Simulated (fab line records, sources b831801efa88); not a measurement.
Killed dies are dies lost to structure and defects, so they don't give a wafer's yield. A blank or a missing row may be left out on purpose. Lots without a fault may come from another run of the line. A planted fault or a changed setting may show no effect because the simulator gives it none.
Which tool did it? | flow sky130 | 24 lots, 72 wafers sampled, at 5 steps of a route of 708

WHAT THE GAUGES READ, wafer by wafer
SKY_POLY_GATE_THK_MEAS_21. Usual: POLY_GATE_OXIDATION_THK 4.02 nm, standard deviation 0.09.
lot  | measured     | on            | POLY_GATE_OXIDATION_THK (nm) | flag
L074 | day 16 05:48 | film_metro-02 | 3.94 3.94 3.98               |
L075 | day 16 14:40 | film_metro-02 | 3.95 4.04 4.04               |
L076 | day 17 07:49 | film_metro-03 | 4.19 4.19 4.21               |
L077 | day 17 09:03 | film_metro-03 | 3.99 3.95 4.08               |
L078 | day 17 21:45 | film_metro-03 | 4.01 4.06 4.00               |
L079 | day 18 12:48 | film_metro-04 | 4.01 4.00 3.97               |
L080 | day 18 22:01 | film_metro-03 | 4.21 4.06 4.00               |
L081 | day 19 05:20 | film_metro-03 | 4.07 4.05 4.12               |
L082 | day 19 12:15 | film_metro-04 | 4.19 4.06 4.24               |
L083 | day 19 20:20 | film_metro-04 | 4.04 3.88 4.09               |
L084 | day 20 06:45 | film_metro-02 | 4.07 4.05 3.99               |
L085 | day 20 17:59 | film_metro-03 | 4.01 3.99 4.04               |
L086 | day 21 04:05 | film_metro-04 | 3.96 3.99 4.08               |
L087 | day 21 05:40 | film_metro-03 | 4.06 4.05 4.07               |
L088 | day 21 20:36 | film_metro-03 | 4.06 4.11 4.06               |
L089 | day 21 23:37 | film_metro-03 | 4.04 3.91 4.07               |
L090 | day 22 04:11 | film_metro-04 | 4.08 4.04 4.16               |
L091 | day 22 20:21 | film_metro-02 | 4.03 4.02 4.00               |
L092 | day 23 02:00 | film_metro-04 | 3.91 3.90 3.92               |
L093 | day 23 13:07 | film_metro-04 | 3.90 3.85 3.91               |
L094 | day 23 19:29 | film_metro-03 | 3.89 3.90 3.98               |
L095 | day 24 14:26 | film_metro-02 | 4.10 4.09 4.17               |
L096 | day 24 15:46 | film_metro-04 | 3.89 3.93 3.92               |
L097 | day 25 01:41 | film_metro-03 | 3.95 3.92 3.99               |

SKY_VIA2_RS_MEAS_22: measures by four-point-probe. Usual: VIA2_W_RS 0.2728 ohm/sq, standard deviation 0.0026.
lot  | measured     | on            | VIA2_W_RS (ohm/sq)   | flag
L074 | day 36 02:29 | film_metro-01 | 0.2729 0.2734 0.2722 |
L075 | day 36 11:15 | film_metro-01 | 0.2774 0.2734 0.2746 |
L076 | day 37 04:27 | film_metro-04 | 0.2766 0.2730 0.2746 |
L077 | day 37 05:24 | film_metro-02 | 0.2763 0.2736 0.2750 |
L078 | day 37 15:02 | film_metro-01 | 0.2677 0.2689 0.2656 |
L079 | day 38 01:23 | film_metro-02 | 0.2736 0.2705 0.2733 |
L080 | day 38 11:23 | film_metro-02 | 0.2772 0.2709 0.2727 |
L081 | day 38 19:02 | film_metro-04 | 0.2703 0.2723 0.2742 |
L082 | day 39 00:26 | film_metro-01 | 0.2739 0.2715 0.2721 |
L083 | day 39 03:40 | film_metro-01 | 0.2707 0.2748 0.2748 |
L084 | day 39 15:04 | film_metro-01 | 0.2710 0.2701 0.2663 |
L085 | day 40 00:08 | film_metro-01 | 0.2676 0.2705 0.2710 |
L086 | day 40 07:32 | film_metro-02 | 0.2720 0.2730 0.2723 |
L087 | day 40 07:37 | film_metro-04 | 0.2716 0.2711 0.2700 |
L088 | day 40 19:34 | film_metro-01 | 0.2771 0.2804 0.2765 |
L089 | day 40 22:53 | film_metro-01 | 0.2786 0.2741 0.2779 |
L090 | day 41 04:07 | film_metro-02 | 0.2692 0.2687 0.2736 |
L091 | day 41 14:29 | film_metro-02 | 0.2741 0.2708 0.2740 |
L092 | day 41 18:27 | film_metro-01 | 0.2720 0.2751 0.2716 |
L093 | day 42 03:41 | film_metro-04 | 0.2714 0.2743 0.2688 |
L094 | day 42 08:42 | film_metro-02 | 0.2698 0.2754 0.2725 |
L095 | day 42 22:40 | film_metro-01 | 0.2755 0.2755 0.2698 |
L096 | day 43 02:37 | film_metro-02 | 0.2715 0.2740 0.2756 |
L097 | day 43 08:04 | film_metro-01 | 0.2708 0.2735 0.2712 |

WHICH TOOL RAN EACH LOT (tool, then ch and the chambers of the sampled wafers, then the start)
lot  | SKY_RES_PROTECT_STRIP_07             | SKY_POLY_GATE_ETCH_16              | SKY_VIA2_ETCH_15
L074 | plasma_asher-02 ch 0, day 14 20:27   | rie_diel-02 ch 1,3, day 16 04:06   | rie_diel-02 ch 0,1,3, day 36 01:34
L075 | plasma_asher-04 ch 1, day 15 03:46   | rie_diel-02 ch 0,1,2, day 16 11:08 | rie_diel-02 ch 0,1,3, day 36 10:25
L076 | plasma_asher-02 ch 0,1, day 15 20:30 | rie_diel-02 ch 0,1,3, day 17 06:15 | rie_diel-04 ch 0,2,3, day 37 03:34
L077 | plasma_asher-04 ch 0,1, day 15 20:46 | rie_diel-01 ch 1,2,3, day 17 06:30 | rie_diel-03 ch 1,2,3, day 37 04:31
L078 | plasma_asher-04 ch 0,1, day 16 07:46 | rie_diel-02 ch 0,2,3, day 17 16:22 | rie_diel-02 ch 0,1,2, day 37 13:40
L079 | plasma_asher-01 ch 0,1, day 16 22:13 | rie_diel-03 ch 1,2, day 18 06:39   | rie_diel-04 ch 0,2,3, day 38 00:32
L080 | plasma_asher-04 ch 0,1, day 17 08:30 | rie_diel-01 ch 1,2,3, day 18 16:45 | rie_diel-03 ch 1,2,3, day 38 10:31
L081 | plasma_asher-01 ch 0,1, day 17 18:19 | rie_diel-03 ch 0,1,2, day 19 01:45 | rie_diel-04 ch 0,2,3, day 38 18:10
L082 | plasma_asher-04 ch 0,1, day 18 02:48 | rie_diel-01 ch 0,1, day 19 10:10   | rie_diel-04 ch 0,1,3, day 38 23:28
L083 | plasma_asher-02 ch 0,1, day 18 11:10 | rie_diel-03 ch 1,2,3, day 19 18:46 | rie_diel-04 ch 0,2,3, day 39 02:49
L084 | plasma_asher-02 ch 0,1, day 18 19:07 | rie_diel-02 ch 0,1, day 20 04:42   | rie_diel-04 ch 0,2,3, day 39 14:13
L085 | plasma_asher-02 ch 0,1, day 19 05:24 | rie_diel-01 ch 0,1, day 20 15:51   | rie_diel-03 ch 1,2,3, day 39 23:16
L086 | plasma_asher-04 ch 0,1, day 19 17:39 | rie_diel-02 ch 1,2, day 21 02:31   | rie_diel-04 ch 0,3, day 40 06:19
L087 | plasma_asher-01 ch 0,1, day 19 17:58 | rie_diel-01 ch 1,3, day 21 04:06   | rie_diel-03 ch 0,1, day 40 06:40
L088 | plasma_asher-04 ch 0,1, day 20 08:24 | rie_diel-02 ch 0,1,3, day 21 17:54 | rie_diel-04 ch 1,3, day 40 18:41
L089 | plasma_asher-02 ch 0,1, day 20 13:19 | rie_diel-02 ch 0,3, day 21 22:03   | rie_diel-03 ch 1,2,3, day 40 22:01
L090 | plasma_asher-02 ch 0,1, day 20 17:57 | rie_diel-02 ch 0,3, day 22 02:37   | rie_diel-02 ch 0,3, day 41 03:13
L091 | plasma_asher-02 ch 0,1, day 21 10:06 | rie_diel-03 ch 0,1,3, day 22 18:48 | rie_diel-03 ch 1,2, day 41 13:38
L092 | plasma_asher-01 ch 0,1, day 21 15:59 | rie_diel-01 ch 2,3, day 23 00:25   | rie_diel-04 ch 2,3, day 41 17:34
L093 | plasma_asher-04 ch 0,1, day 22 03:19 | rie_diel-03 ch 0,2,3, day 23 11:33 | rie_diel-04 ch 2,3, day 42 02:49
L094 | plasma_asher-02 ch 1, day 22 09:16   | rie_diel-03 ch 0,2, day 23 17:55   | rie_diel-02 ch 1,2,3, day 42 07:49
L095 | plasma_asher-02 ch 1, day 23 03:49   | rie_diel-02 ch 1,2,3, day 24 12:06 | rie_diel-03 ch 0,1,3, day 42 21:46
L096 | plasma_asher-02 ch 0,1, day 23 04:33 | rie_diel-01 ch 0,2,3, day 24 14:12 | rie_diel-04 ch 1,2,3, day 43 01:43
L097 | plasma_asher-02 ch 0,1, day 23 15:52 | rie_diel-03 ch 0,1, day 24 23:43   | rie_diel-03 ch 0,1, day 43 07:13
- SKY_RES_PROTECT_STRIP_07: strips in O2/N2.
- SKY_POLY_GATE_ETCH_16: etches Si3N4 in CH3F/O2, stops on poly-Si, time 147.5 s, target depth 75 nm.
- SKY_VIA2_ETCH_15: etches SiO2 in C4F8/O2/Ar, stops on TiN, target depth 546 nm, time 84 s.

WHAT THE TOOLS THEMSELVES READ (means of the sampled wafers that have a number; where no wafer has one, the mark that the record gives instead)
SKY_RES_PROTECT_STRIP_07. Usual: drypump_motor_current_A 5.4 A, standard deviation 0.53; oes_product_au 0.517 a.u., standard deviation 0.0043; strip_time_to_endpoint_s 23.29 s, standard deviation 0.034.
lot  | tool            | drypump_motor_current_A (A) | oes_product_au (a.u.) | strip_time_to_endpoint_s (s) | flag
L074 | plasma_asher-02 | 6.0                         | 0.522                 | 23.32                        |
L075 | plasma_asher-04 | 4.9                         | 0.519                 | 23.29                        |
L076 | plasma_asher-02 | 5.6                         | 0.515                 | 23.29                        |
L077 | plasma_asher-04 | 5.1                         | 0.520                 | 23.28                        |
L078 | plasma_asher-04 | 5.4                         | 0.519                 | 23.31                        |
L079 | plasma_asher-01 | 5.8                         | 0.514                 | 23.27                        |
L080 | plasma_asher-04 | 5.4                         | 0.516                 | 23.28                        |
L081 | plasma_asher-01 | 5.5                         | 0.517                 | 23.29                        |
L082 | plasma_asher-04 | 5.2                         | 0.522                 | 23.26                        |
L083 | plasma_asher-02 | 5.2                         | 0.515                 | 23.28                        |
L084 | plasma_asher-02 | 5.7                         | 0.521                 | 23.29                        |
L085 | plasma_asher-02 | 5.6                         | 0.518                 | 23.32                        |
L086 | plasma_asher-04 | 5.2                         | 0.514                 | 23.26                        |
L087 | plasma_asher-01 | 5.7                         | 0.518                 | 23.28                        |
L088 | plasma_asher-04 | 5.2                         | 0.512                 | 23.34                        |
L089 | plasma_asher-02 | 5.6                         | 0.516                 | 23.26                        |
L090 | plasma_asher-02 | 5.2                         | 0.518                 | 23.27                        |
L091 | plasma_asher-02 | 5.2                         | 0.518                 | 23.30                        |
L092 | plasma_asher-01 | 5.7                         | 0.516                 | 23.35                        |
L093 | plasma_asher-04 | 5.2                         | 0.516                 | 23.30                        |
L094 | plasma_asher-02 | 4.8                         | 0.514                 | 23.24                        |
L095 | plasma_asher-02 | 4.8                         | 0.515                 | 23.29                        |
L096 | plasma_asher-02 | 5.7                         | 0.519                 | 23.25                        |
L097 | plasma_asher-02 | 5.6                         | 0.517                 | 23.29                        |

SKY_POLY_GATE_ETCH_16. Usual: ch3f_flow_sccm 40.00 sccm, standard deviation 0.12; drypump_motor_current_A 5.6 A, standard deviation 0.42; oes_product_au 0.642 a.u., standard deviation 0.0053; throttle_valve_pct 10.537 %, standard deviation 0.0089.
lot  | tool        | ch3f_flow_sccm (sccm) | drypump_motor_current_A (A) | oes_product_au (a.u.) | throttle_valve_pct (%) | flag
L074 | rie_diel-02 | 40.08                 | 5.7                         | 0.644                 | 10.541                 |
L075 | rie_diel-02 | 40.05                 | 5.6                         | 0.644                 | 10.536                 |
L076 | rie_diel-02 | 40.03                 | 5.5                         | 0.640                 | 10.532                 |
L077 | rie_diel-01 | 39.94                 | 5.6                         | 0.647                 | 10.533                 |
L078 | rie_diel-02 | 39.98                 | 5.4                         | 0.645                 | 10.539                 |
L079 | rie_diel-03 | 40.09                 | 5.1                         | 0.644                 | 10.543                 |
L080 | rie_diel-01 | 39.98                 | 5.6                         | 0.643                 | 10.546                 |
L081 | rie_diel-03 | 39.88                 | 5.3                         | 0.644                 | 10.519                 |
L082 | rie_diel-01 | 39.99                 | 5.7                         | 0.646                 | 10.537                 |
L083 | rie_diel-03 | 40.02                 | 5.5                         | 0.636                 | 10.526                 |
L084 | rie_diel-02 | 40.00                 | 5.8                         | 0.644                 | 10.533                 |
L085 | rie_diel-01 | 39.94                 | 5.7                         | 0.643                 | 10.539                 |
L086 | rie_diel-02 | 39.99                 | 5.8                         | 0.640                 | 10.537                 |
L087 | rie_diel-01 | 40.10                 | 5.5                         | 0.641                 | 10.534                 |
L088 | rie_diel-02 | 39.93                 | 5.5                         | 0.643                 | 10.541                 |
L089 | rie_diel-02 | 39.83                 | 5.3                         | 0.648                 | 10.534                 |
L090 | rie_diel-02 | 39.87                 | 5.3                         | 0.643                 | 10.537                 |
L091 | rie_diel-03 | 39.88                 | 5.2                         | 0.642                 | 10.537                 |
L092 | rie_diel-01 | 39.93                 | 5.8                         | 0.643                 | 10.539                 |
L093 | rie_diel-03 | 40.03                 | 5.6                         | 0.638                 | 10.533                 |
L094 | rie_diel-03 | 40.04                 | 5.6                         | 0.642                 | 10.541                 |
L095 | rie_diel-02 | 39.86                 | 5.5                         | 0.639                 | 10.538                 |
L096 | rie_diel-01 | 39.99                 | 6.0                         | 0.643                 | 10.526                 |
L097 | rie_diel-03 | 40.02                 | 5.0                         | 0.640                 | 10.544                 |

SKY_VIA2_ETCH_15. Usual: oes_product_au 0.940 a.u., standard deviation 0.0046.
lot  | tool        | oes_product_au (a.u.) | flag
L074 | rie_diel-02 | 0.945                 |
L075 | rie_diel-02 | 0.941                 |
L076 | rie_diel-04 | 0.938                 |
L077 | rie_diel-03 | 0.940                 |
L078 | rie_diel-02 | 0.946                 |
L079 | rie_diel-04 | 0.941                 |
L080 | rie_diel-03 | 0.940                 |
L081 | rie_diel-04 | 0.941                 |
L082 | rie_diel-04 | 0.936                 |
L083 | rie_diel-04 | 0.940                 |
L084 | rie_diel-04 | 0.939                 |
L085 | rie_diel-03 | 0.939                 |
L086 | rie_diel-04 | 0.937                 |
L087 | rie_diel-03 | 0.941                 |
L088 | rie_diel-04 | 0.938                 |
L089 | rie_diel-03 | 0.941                 |
L090 | rie_diel-02 | 0.943                 |
L091 | rie_diel-03 | 0.938                 |
L092 | rie_diel-04 | 0.938                 |
L093 | rie_diel-04 | 0.942                 |
L094 | rie_diel-02 | 0.940                 |
L095 | rie_diel-03 | 0.941                 |
L096 | rie_diel-04 | 0.937                 |
L097 | rie_diel-03 | 0.942                 |

THE ANSWER, worked out from the rows above alone
Rule: a lot is off if the mean of its wafers that have a number lies more than 3 standard deviations from the usual mean. A lot without any number at a reading at which 4 lots or more have one is off too. The other lots that the step has rows for count as sound. The gauges are gone through in route order, then the tools' own readings, and for those a lot's mean is taken as printed above. The first step at which some lot is off is used, and at that step the reading that is off furthest; a lot without a number counts as furthest.
No lot is off at any reading shown: from this, nothing can be told.

WHAT THE SIMULATOR HAD PUT IN
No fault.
